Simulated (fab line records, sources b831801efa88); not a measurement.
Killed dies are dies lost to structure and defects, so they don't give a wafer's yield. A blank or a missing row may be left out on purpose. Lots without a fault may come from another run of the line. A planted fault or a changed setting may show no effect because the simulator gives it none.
A struck lot beside a sound one | flow gf180mcu | 15 steps out of a route of 602
Sound: wafers L923.1, L923.4, L923.6. Struck: wafer L936.6. (L936.3, L936.4 of the same lot were not struck and are left out.) The cause comes at the end.
At each step with rows: each side's tool, then ch and its chambers, then its first start. Under that, the readings that differ: sound wafers | struck wafers | difference of the means | sigmas: that difference in standard deviations of wafers without a fault.
alike: readings whose means differ by less than 2 such deviations, and words and numbers that are the same on both sides. not compared: withheld readings, readings that some wafer has no value for, bounds like >300 that may hide the same value, and numbers for which the record gives no deviation and whose values overlap.
The two part at a step that has a row with sigmas, a row that says differs or no value, or rows on one side only. Numbers that don't overlap but have no deviation are shown without sigmas and don't part them. A reading that every wafer of one side lacks parts them only if that side has two wafers or more.

first, 4 steps without rows for these wafers: GF_SAB_SOFTBAKE_05 (time 60 s); GF_SAB_EXPOSE_06 (exposes mask SAB, target cd 420 nm); GF_SAB_PEB_07; GF_SAB_DEVELOP_08 (develop time 60 s).
GF_SAB_CD_MEAS_09: target cd 420 nm.
  sound on cd_sem-01, day 15 00:41; struck on cd_sem-02, day 20 04:29
  alike: cd_nm
GF_SAB_OVL_MEAS_10:
  sound on overlay-01, day 15 00:49; struck on overlay-02, day 20 04:35
  alike: SAB_OVL
GF_SAB_ETCH_11: etches SiO2 in C4F8/O2/Ar, target depth 55 nm, time 8.5 s.
  sound on rie_diel-04 ch 0,1,3, day 15 00:50; struck on rie_diel-04 ch 3, day 20 04:36
  alike: oes_product_au
  not compared: rf_hours_counter_h
then, 1 step without rows for these wafers: GF_SAB_WET_ETCH_12 (etches SiO2 in dHF, target depth 22 nm, time 440 s).
GF_SAB_STRIP_13: strips in O2/N2.
  sound on plasma_asher-01 ch 0,1, day 15 00:59; struck on plasma_asher-04 ch 1, day 20 04:47
  alike: drypump_motor_current_A, heater_power_w, oes_product_au, strip_time_to_endpoint_s
  not compared: rf_hours_counter_h
then, 2 steps without rows for these wafers: GF_SALICIDE_CLEAN_00 (cleans in SC1/SC2, time 150 s); GF_SALICIDE_WET_ETCH_01 (etches SiO2 in dHF, target depth 5 nm, time 100 s).
GF_SALICIDE_SPUTTER_02: material Co, target thk 10 nm, time 20 s.
  sound on pvd_sputter-02, day 15 01:11; struck on pvd_sputter-02, day 20 04:56
  alike: throttle_valve_pct
GF_SALICIDE_SPUTTER_03: material TiN, target thk 20 nm, time 16.7 s.
  sound on pvd_sputter-02, day 15 01:13; struck on pvd_sputter-02, day 20 04:58
  reading                                      | sound             | struck | difference | sigmas
  model.TiN_of_SALICIDE_SPUTTER_03.thk_nm (nm) | 20.27 19.93 20.18 | 20.37  | +0.24      |
  alike: throttle_valve_pct
GF_SALICIDE_RS_MEAS_04: measures by four-point-probe.
  sound on film_metro-02, day 15 01:14; struck on film_metro-03, day 20 05:02
  alike: SALICIDE_TIN_RS
-- the record jumps here: 13 days lie between the struck wafers' starts before and after (it left off in module SALICIDE and takes up again in module PASSIVATION, whose first step shown is number 602 of the route) --
GF_PASSIVATION_PROBE_99:
  the record has rows for the struck wafers here (prober-02, day 32 23:44) and none for the sound ones

WHERE THEY PART
Only at GF_PASSIVATION_PROBE_99, within this record.

WHY: what the simulator had put in
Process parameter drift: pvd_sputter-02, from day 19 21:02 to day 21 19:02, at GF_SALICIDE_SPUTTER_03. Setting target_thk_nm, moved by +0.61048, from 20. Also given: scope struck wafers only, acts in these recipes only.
